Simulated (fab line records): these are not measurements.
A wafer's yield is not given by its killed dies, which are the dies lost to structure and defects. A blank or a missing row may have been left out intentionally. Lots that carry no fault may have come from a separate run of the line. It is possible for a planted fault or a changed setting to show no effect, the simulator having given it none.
fab line records	flow sky130
[record] lots = 6	wafers = 18	lastDay = 50
route steps=708 shown NWELL@65 PAD_OPEN@708
lots untouched by any fault: they come from a run of this same line in which no faults occurred
startH: hours from the record's opening day to when the first of the lot's shown wafers began	waitH: time in hours since the lot's previous step	" as in the row above	L1.1+2: one row covering several wafers at once	- no value, or no start was given	* or withheld: withheld	< > ~ a bound
route shown NAME@n: names a module that has steps shown in the file, with the first one's number in the route	usual: the fault-free wafers' mean and standard deviation	same: alike in all rows	chamber/n: place in a boat	sites: the reading at each site	_std_site: standard deviation across them	_edge_site: the outer-site mean with the inner-site mean subtracted	radiusMm: how far each site lies from the wafer's centre	mask NAME#n: copy n	behind: tool/chamber where the wafer was last shaped	hold: reason for holding the lot/hours on hold/outcome of the hold	device: names the non-switching transistor (n, p or np)	end of line: tests run on the same wafers once the route is complete	step lacking rows: just its recipe	killed: at the first sort, the dies lost to defects and structure; wafer yield is something else	map: a wafer's dies, marking killed ones x, the rest . and places with no die _
set.NAME: the run value of the setting; set.NAME@STEP: its run value at that earlier step	model.NAME: the simulator's own value behind a step, which no gauge read
a table for each step, a row for each wafer; lots at some steps of the route
services: the hour from which a tool's chamber was out of use, counted from the record's first day as startH (under 0 if before that day), plus the number of hours and why
[[steps]]
[step SKY_NWELL_IMPLANT_12]
[recipe] species = P	energyKev = 120	doseCm2 = 1.3e+12	tiltDeg = withheld
[step SKY_NWELL_IMPLANT_13]
[recipe] species = P	energyKev = 50	doseCm2 = 7e+11	tiltDeg = withheld
[step SKY_NWELL_STRIP_14]
[recipe] chemistry = O2/N2	powerW = 1400	pressureMtorr = 1500	platenTempC = withheld	o2FlowSccm = 3000	n2FlowSccm = 300	overashFraction = 0.5
[usual] drypumpMotorCurrentA = 6.1/0.36	oesProductAu = 0.723/0.004	stripTimeToEndpointS = 36.97/0.11
lot.wafer	tool	chamber	startH	waitH	drypumpMotorCurrentA	oesProductAu	rfHoursCounterH	stripTimeToEndpointS
L410.1	plasmaAsher-02	1	83.17	0.1	5.9	0.725	39	37.06
L410.4	"	1	"	"	6.0	0.718	-	37.15
L410.5	"	1	"	"	6.0	0.719	-	37.07
L421.3	plasmaAsher-02	0	150.35	0.1	5.5	0.714	-	37.09
L421.5	"	0	"	"	5.5	0.722	-	37.09
L421.6	"	1	"	"	6.0	0.725	-	36.87
L423.4	plasmaAsher-01	1	161.40	0.1	5.6	0.722	-	37.01
L423.5	"	0	"	"	6.0	0.721	-	37.01
L423.6	"	1	"	"	5.6	0.728	-	36.98
L428.2	plasmaAsher-02	0	188.62	0.1	5.5	0.719	6	37.07
L428.4	"	1	"	"	5.9	0.724	-	37.03
L428.6	"	1	"	"	6.0	0.728	-	37.18
L431.1	plasmaAsher-03	0	208.07	0.1	6.4	0.720	55	37.02
L431.2	"	1	"	"	6.4	0.719	55	36.90
L431.6	"	0	"	"	6.4	0.721	-	36.86
L433.3	plasmaAsher-01	1	231.85	0.1	5.6	0.724	-	36.94
L433.5	"	1	"	"	5.6	0.724	-	37.13
L433.6	"	0	"	"	6.0	0.717	-	37.03
[step SKY_NWELL_TW_MEAS_15]
[usual] NWELL_TW = 1804/13
lot.wafer	tool	chamber	startH	waitH	NWELL_TW
L410.1	filmMetro-01	-	83.27	0.1	1785
L410.4	"	-	"	"	1793
L410.5	"	-	"	"	1779
L421.3	filmMetro-01	-	150.44	0.1	1781
L421.5	"	-	"	"	1792
L421.6	"	-	"	"	1785
L423.4	filmMetro-02	-	161.50	0.1	1814
L423.5	"	-	"	"	1814
L423.6	"	-	"	"	1814
L428.2	filmMetro-03	-	188.73	0.1	1813
L428.4	"	-	"	"	1804
L428.6	"	-	"	"	1817
L431.1	filmMetro-02	-	208.17	0.1	1810
L431.2	"	-	"	"	1823
L431.6	"	-	"	"	1810
L433.3	filmMetro-03	-	231.94	0.1	1814
L433.5	"	-	"	"	1805
L433.6	"	-	"	"	1809
[step SKY_NWELL_DEHYDRATE_16]
[recipe] tempC = 200	timeS = 60
[step SKY_NWELL_HMDS_17]
[recipe] primeTimeS = 60	primeTempC = 120
[step SKY_NWELL_COAT_18]
[recipe] spinRpm = 2000	resistThkNm = 3000
[step SKY_NWELL_SOFTBAKE_19]
[recipe] tempC = 110	timeS = withheld
[step SKY_NWELL_EXPOSE_20]
[recipe] maskId = NWM_COMPLEMENT	na = 0.6	sourceShape = conventional	sigmaOuter = 0.6	polarization = unpolarized	targetCdNm = 840	doseMj = 260
[step SKY_NWELL_PEB_21]
[recipe] tempC = 115	timeS = withheld
[step SKY_NWELL_DEVELOP_22]
[recipe] wallAngleDeg = 90	developer = TMAH	developTimeS = 60.97	devTempC = 23
[step SKY_NWELL_OVL_MEAS_23]
[usual] NWELL_01_OVL = 0.7/1.3
lot.wafer	tool	chamber	startH	waitH	NWELL_01_OVL[nm]
L410.1	overlay-02	-	100.50	-	1.9
L410.4	"	-	"	"	0.3
L410.5	"	-	"	"	-0.6
L421.3	overlay-02	-	170.06	-	1.1
L421.5	"	-	"	"	1.6
L421.6	"	-	"	"	0.7
L423.4	overlay-02	-	181.60	-	0.3
L423.5	"	-	"	"	2.2
L423.6	"	-	"	"	0.6
L428.2	overlay-01	-	209.69	-	0.3
L428.4	"	-	"	"	2.6
L428.6	"	-	"	"	0.2
L431.1	overlay-02	-	230.39	-	0.1
L431.2	"	-	"	"	0.7
L431.6	"	-	"	"	1.5
L433.3	overlay-01	-	254.50	-	3.6
L433.5	"	-	"	"	2.5
L433.6	"	-	"	"	1.8
[step SKY_NWELL_IMPLANT_24]
[recipe] species = B	energyKev = 140	doseCm2 = 9.2e+12	tiltDeg = withheld
[usual] beamOnS = 10.00/0.2	doseIonsCm2 = 9.202e+12/9.2e+09	faradayCurrentUA = 51.9/1
lot.wafer	tool	chamber	startH	waitH	beamOnS	doseIonsCm2	faradayCurrentUA
L410.1	implanter-04	0	100.53	0.0	9.91	9.204e+12	52.3
L410.4	"	0	"	"	10.09	9.196e+12	51.6
L410.5	"	0	"	"	9.47	9.191e+12	54.8
L421.3	implanter-03	0	170.13	0.1	10.29	9.201e+12	50.8
L421.5	"	0	"	"	9.95	9.2e+12	52.3
L421.6	"	0	"	"	9.78	9.209e+12	53.0
L423.4	implanter-01	0	181.70	0.1	9.95	9.211e+12	52.1
L423.5	"	0	"	"	10.19	9.215e+12	50.7
L423.6	"	0	"	"	9.92	9.215e+12	52.4
L428.2	implanter-03	0	209.75	0.0	9.90	1.0175e+13	58.1
L428.4	"	0	"	"	10.03	1.0173e+13	57.5
L428.6	"	0	"	"	9.75	1.018e+13	59.0
L431.1	implanter-03	0	230.42	0.0	10.00	1.0166e+13	57.3
L431.2	"	0	"	"	10.07	1.0167e+13	57.1
L431.6	"	0	"	"	9.75	1.0175e+13	58.7
L433.3	implanter-01	0	254.57	0.1	10.05	9.209e+12	51.7
L433.5	"	0	"	"	9.79	9.214e+12	52.9
L433.6	"	0	"	"	9.67	9.207e+12	53.6
[step SKY_NWELL_STRIP_25]
[recipe] chemistry = O2/N2	powerW = 1400	pressureMtorr = 1500	platenTempC = withheld	o2FlowSccm = 3000	n2FlowSccm = 300	overashFraction = 0.5
[usual] drypumpMotorCurrentA = 6.0/0.35	oesProductAu = 0.723/0.0046	stripTimeToEndpointS = 37.00/0.097
lot.wafer	tool	chamber	startH	waitH	drypumpMotorCurrentA	oesProductAu	rfHoursCounterH	stripTimeToEndpointS
L410.1	plasmaAsher-02	0	100.68	0.1	5.5	0.723	41	37.05
L410.4	"	0	"	"	5.5	0.726	-	36.97
L410.5	"	1	"	"	5.9	0.719	-	36.98
L421.3	plasmaAsher-02	1	170.27	0.1	5.9	0.719	-	37.01
L421.5	"	0	"	"	5.5	0.729	-	37.01
L421.6	"	1	"	"	5.9	0.725	-	37.03
L423.4	plasmaAsher-03	0	181.80	0.1	6.4	0.725	-	37.11
L423.5	"	1	"	"	6.4	0.721	-	37.13
L423.6	"	0	"	"	6.4	0.724	-	37.08
L428.2	plasmaAsher-03	1	209.87	0.1	6.4	0.726	55	37.07
L428.4	"	1	"	"	6.4	0.721	-	36.98
L428.6	"	1	"	"	6.4	0.715	-	37.09
L431.1	plasmaAsher-03	1	230.57	0.1	6.4	0.731	57	36.95
L431.2	"	0	"	"	6.4	0.722	57	36.95
L431.6	"	0	"	"	6.4	0.729	-	36.86
L433.3	plasmaAsher-01	0	254.70	0.1	6.0	0.722	-	37.06
L433.5	"	0	"	"	6.0	0.725	-	37.00
L433.6	"	1	"	"	5.6	0.720	-	37.08
[step SKY_NWELL_TW_MEAS_26]
[usual] NWELL_2_TW = 493/3.8
lot.wafer	tool	chamber	startH	waitH	hold	NWELL_2_TW
L410.1	filmMetro-02	-	100.78	0.1	-	493
L410.4	"	-	"	"	-	492
L410.5	"	-	"	"	-	493
L421.3	filmMetro-02	-	170.35	0.1	-	489
L421.5	"	-	"	"	-	489
L421.6	"	-	"	"	-	494
L423.4	filmMetro-01	-	181.90	0.1	-	494
L423.5	"	-	"	"	-	492
L423.6	"	-	"	"	-	493
L428.2	filmMetro-01	-	209.98	0.1	awaitDispo/0.2h/release	515
L428.4	"	-	"	"	awaitDispo/0.2h/release	513
L428.6	"	-	"	"	awaitDispo/0.2h/release	515
L428.2	filmMetro-01	-	210.31	0.3	-	513
L428.4	"	-	"	"	-	513
L428.6	"	-	"	"	-	516
L431.1	filmMetro-03	-	230.67	0.1	awaitDispo/0.2h/release	504
L431.2	"	-	"	"	awaitDispo/0.2h/release	508
L431.6	"	-	"	"	awaitDispo/0.2h/release	507
L431.1	filmMetro-03	-	230.90	0.2	-	507
L431.2	"	-	"	"	-	508
L431.6	"	-	"	"	-	509
L433.3	filmMetro-01	-	254.79	0.1	-	498
L433.5	"	-	"	"	-	500
L433.6	"	-	"	"	-	501
[step SKY_PAD_OPEN_PROBE_99]
[usual] killed_at_M0_to_M3 = 45/6.8	killed_at_M4_up = 3.0/1.7	killedAtContacts = 25/5.7	killedAtFrontEnd = 15/4.6	killedAtOther = 0.3/0.66	killedDies = 88/9.5	killedOpen = 48/7.3	killedShort = 39/6.5
[same] grossDies = 492	killedAtBackSide = 0
lot.wafer	tool	chamber	startH	waitH	killed_at_M0_to_M3	killed_at_M4_up	killedAtContacts	killedAtFrontEnd	killedAtOther	killedDies	killedOpen	killedShort	model.etest.pfet_16v.rOnOhmUm	model.etest.resPwellUnderGate.rsOhmSq	model.etest.pfet_16v.driveUaUm	model.etest.fieldN.vtV
L410.1	prober-01	-	1071.60	0.1	47	5	26	21	0	99	47	51	1.498e+04	2281	241.2	35.14
L410.4	prober-01	-	1071.75	0.2	40	3	29	26	0	98	52	46	1.493e+04	2301	243.9	35.27
L410.5	prober-01	-	1071.80	0.2	33	4	22	15	0	74	40	34	1.519e+04	2280	238.3	35.94
L421.3	prober-01	-	1139.55	0.2	44	3	26	23	0	96	51	45	1.511e+04	2289	247.4	35.81
L421.5	prober-01	-	1139.65	0.2	44	5	25	12	1	87	56	31	1.529e+04	2297	245.2	36.2
L421.6	prober-01	-	1139.70	0.2	49	3	29	16	1	98	56	42	1.497e+04	2286	247.6	35.71
L423.4	prober-01	-	1151.45	0.2	40	4	26	19	0	89	52	37	1.464e+04	2259	250.6	35.51
L423.5	prober-01	-	1151.50	0.2	31	2	36	15	0	84	51	33	1.488e+04	2263	247.1	35.91
L423.6	prober-01	-	1151.55	0.2	44	5	36	18	0	103	50	53	1.478e+04	2264	250.6	35.74
L428.2	prober-02	-	1174.86	0.1	43	2	24	14	1	84	47	36	1.433e+04	2148	254.6	37.66
L428.4	prober-02	-	1174.96	0.2	57	4	27	13	0	101	67	34	1.432e+04	2152	255.3	37.84
L428.6	prober-02	-	1175.06	0.2	54	2	15	10	1	82	42	39	1.429e+04	2134	253.3	37.48
L431.1	prober-01	-	1190.90	0.1	47	4	35	16	0	102	59	43	1.42e+04	2136	259.6	38.27
L431.2	prober-01	-	1190.95	0.1	53	4	23	13	0	93	60	33	1.435e+04	2154	258	37.9
L431.6	prober-01	-	1191.15	0.2	58	3	19	20	1	101	58	43	1.407e+04	2130	263.1	37.72
L433.3	prober-02	-	1205.91	0.2	50	5	32	10	1	98	50	48	1.551e+04	2309	243.8	35.97
L433.5	prober-02	-	1206.01	0.2	30	1	30	28	0	89	52	37	1.55e+04	2301	243.5	36.1
L433.6	prober-02	-	1206.06	0.2	48	1	23	16	0	88	41	47	1.507e+04	2295	249	35.5
// killed by level:class
L410.1 VIA1:geometricParticle:open=13 CONTACT:geometricParticle:open=12 FIELD_ISO:geometricParticle:short=9 VIA1:geometricParticle:short=7 METAL2:geometricParticle:short=7 METAL1:geometricParticle:short=6 VIA2:geometricParticle:open=6 FIELD_ISO:geometricParticle:open=4
L410.4 LI_CONTACT:geometricParticle:open=10 VIA2:geometricParticle:open=9 POLY_GATE:geometricParticle:short=7 VIA1:geometricParticle:open=7 CONTACT:geometricParticle:open=7 METAL2:geometricParticle:short=6 FIELD_ISO:geometricParticle:open=5 LI_CONTACT:geometricParticle:short=5
L410.5 CONTACT:geometricParticle:open=9 VIA2:geometricParticle:open=9 FIELD_ISO:geometricParticle:open=5 LOCAL_INTERCONNECT:geometricParticle:short=5 VIA1:geometricParticle:open=5 FIELD_ISO:geometricParticle:short=4 LI_CONTACT:geometricParticle:open=4 VIA1:geometricParticle:short=4
L421.3 LI_CONTACT:geometricParticle:open=9 VIA1:geometricParticle:open=9 POLY_GATE:geometricParticle:short=6 CONTACT:geometricParticle:open=6 VIA2:geometricParticle:open=6 FIELD_ISO:geometricParticle:open=5 POLY_GATE:geometricParticle:open=5 CONTACT:geometricParticle:short=5
L421.5 VIA1:geometricParticle:open=15 CONTACT:geometricParticle:open=13 VIA3:geometricParticle:open=7 CONTACT:geometricParticle:short=6 LI_CONTACT:geometricParticle:open=5 METAL1:geometricParticle:short=5 VIA2:geometricParticle:open=5 POLY_GATE:geometricParticle:short=4
L421.6 VIA2:geometricParticle:open=10 CONTACT:geometricParticle:open=10 CONTACT:geometricParticle:short=8 LI_CONTACT:geometricParticle:open=7 VIA1:geometricParticle:open=7 METAL1:geometricParticle:short=6 METAL2:geometricParticle:short=6 VIA2:geometricParticle:short=6
L423.4 CONTACT:geometricParticle:open=14 FIELD_ISO:geometricParticle:open=9 VIA2:geometricParticle:open=7 FIELD_ISO:geometricParticle:short=5 METAL1:geometricParticle:short=5 VIA1:geometricParticle:short=5 METAL2:geometricParticle:short=5 VIA3:geometricParticle:open=5
L423.5 LI_CONTACT:geometricParticle:open=9 CONTACT:geometricParticle:open=9 VIA1:geometricParticle:open=7 VIA2:geometricParticle:open=7 CONTACT:geometricParticle:short=6 LOCAL_INTERCONNECT:geometricParticle:open=5 LOCAL_INTERCONNECT:geometricParticle:short=5 METAL2:geometricParticle:short=5
L423.6 CONTACT:geometricParticle:open=10 LI_CONTACT:geometricParticle:open=9 FIELD_ISO:geometricParticle:short=8 LOCAL_INTERCONNECT:geometricParticle:short=7 VIA1:geometricParticle:open=7 CONTACT:geometricParticle:short=6 METAL1:geometricParticle:short=6 VIA2:geometricParticle:open=6
L428.2 VIA1:geometricParticle:open=12 LI_CONTACT:geometricParticle:open=7 CONTACT:geometricParticle:open=7 VIA2:geometricParticle:open=6 POLY_GATE:geometricParticle:open=5 CONTACT:geometricParticle:short=5 VIA1:geometricParticle:short=5 METAL2:geometricParticle:short=5
L428.4 LI_CONTACT:geometricParticle:open=16 VIA1:geometricParticle:open=13 VIA3:geometricParticle:open=10 CONTACT:geometricParticle:open=7 VIA1:geometricParticle:short=7 METAL2:geometricParticle:short=7 FIELD_ISO:geometricParticle:open=5 METAL1:geometricParticle:short=5
L428.6 VIA1:geometricParticle:open=9 VIA2:geometricParticle:open=9 METAL2:geometricParticle:short=9 VIA3:geometricParticle:open=7 VIA1:geometricParticle:short=5 VIA3:geometricParticle:short=5 LI_CONTACT:geometricParticle:open=4 CONTACT:geometricParticle:short=4
L431.1 VIA1:geometricParticle:open=16 CONTACT:geometricParticle:open=14 VIA1:geometricParticle:short=7 FIELD_ISO:geometricParticle:open=6 LI_CONTACT:geometricParticle:open=6 CONTACT:geometricParticle:short=6 VIA3:geometricParticle:open=6 LOCAL_INTERCONNECT:geometricParticle:short=5
L431.2 VIA1:geometricParticle:open=18 CONTACT:geometricParticle:open=12 VIA3:geometricParticle:open=8 METAL2:geometricParticle:short=7 METAL1:geometricParticle:short=6 VIA1:geometricParticle:short=6 LI_CONTACT:geometricParticle:open=5 FIELD_ISO:geometricParticle:open=4
L431.6 VIA1:geometricParticle:open=16 VIA1:geometricParticle:short=10 CONTACT:geometricParticle:open=9 VIA3:geometricParticle:open=8 METAL2:geometricParticle:short=6 POLY_GATE:geometricParticle:open=6 VIA2:geometricParticle:open=6 POLY_GATE:geometricParticle:short=5
L433.3 CONTACT:geometricParticle:open=10 VIA1:geometricParticle:open=10 LI_CONTACT:geometricParticle:open=9 VIA2:geometricParticle:open=9 METAL1:geometricParticle:short=7 VIA1:geometricParticle:short=7 LOCAL_INTERCONNECT:geometricParticle:short=6 VIA2:geometricParticle:short=5
L433.5 CONTACT:geometricParticle:open=14 POLY_GATE:geometricParticle:open=12 VIA3:geometricParticle:open=7 LI_CONTACT:geometricParticle:short=6 VIA1:geometricParticle:open=6 FIELD_ISO:geometricParticle:short=5 POLY_GATE:geometricParticle:short=5 CONTACT:geometricParticle:short=4
L433.6 METAL1:geometricParticle:short=11 VIA1:geometricParticle:open=9 LI_CONTACT:geometricParticle:open=7 METAL2:geometricParticle:short=7 LOCAL_INTERCONNECT:geometricParticle:short=6 CONTACT:geometricParticle:open=6 VIA3:geometricParticle:open=6 POLY_GATE:geometricParticle:short=5
[[services]]
tool	chamber	startH	hours	kind
implanter-04	-	60.17	0.8	repair
plasmaAsher-02	-	60.78	11.5	repair
implanter-01	-	65.88	2.1	repair
plasmaAsher-03	-	78.93	0.8	repair
implanter-03	-	83.98	17.1	pm
plasmaAsher-02	-	108.75	9.0	pm
plasmaAsher-02	0	108.75	9.0	ventCycle
plasmaAsher-02	1	108.75	9.0	ventCycle
plasmaAsher-02	0	117.75	-	clean
plasmaAsher-02	1	117.75	-	clean
plasmaAsher-02	-	142.49	4.2	repair
implanter-03	-	172.68	4.3	repair
implanter-01	-	191.83	3.4	repair
implanter-04	-	198.81	26.8	pm
implanter-04	-	235.44	1.9	repair
implanter-03	-	237.60	0.5	repair
plasmaAsher-03	-	242.68	5.4	repair
[[key]]
[firstSign] step = SKY_NWELL_IMPLANT_24	reading = doseIonsCm2	direction = up	sigmas = 99+	usual = *	struck = *
[effect] step = SKY_NWELL_IMPLANT_24	reading = faradayCurrentUA	direction = up	sigmas = 6	usual = 51.9	struck = 58.0
[effect] step = SKY_NWELL_TW_MEAS_26	reading = visit	direction = added
[modelEffect] step = SKY_PAD_OPEN_PROBE_99	value = etest.pfet_16v.rOnOhmUm	without = 1.495e+04	struck = 1.426e+04
metAt SKY_NWELL_IMPLANT_24
struckWafers L428.2,L428.4,L428.6,L431.1,L431.2,L431.6
testerLeftOut L428,L431
onsetBetween 170.13 209.75
[fault] kind = processParameterDrift	tool = implanter-03	chamber = -	onsetH = 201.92	steps = SKY_NWELL_IMPLANT_24	channel = doseCm2	offset = *	shape = step	endH = 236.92	actsIn = *	stated = *
// testerLeftOut: of these lots the tester's yield and bins aren't shown, on N5 and GAA mostly nor the transistor test; their killed dies are dies lost to structure and defects alone, not to doping, threshold or leakage, so they don't give the yield
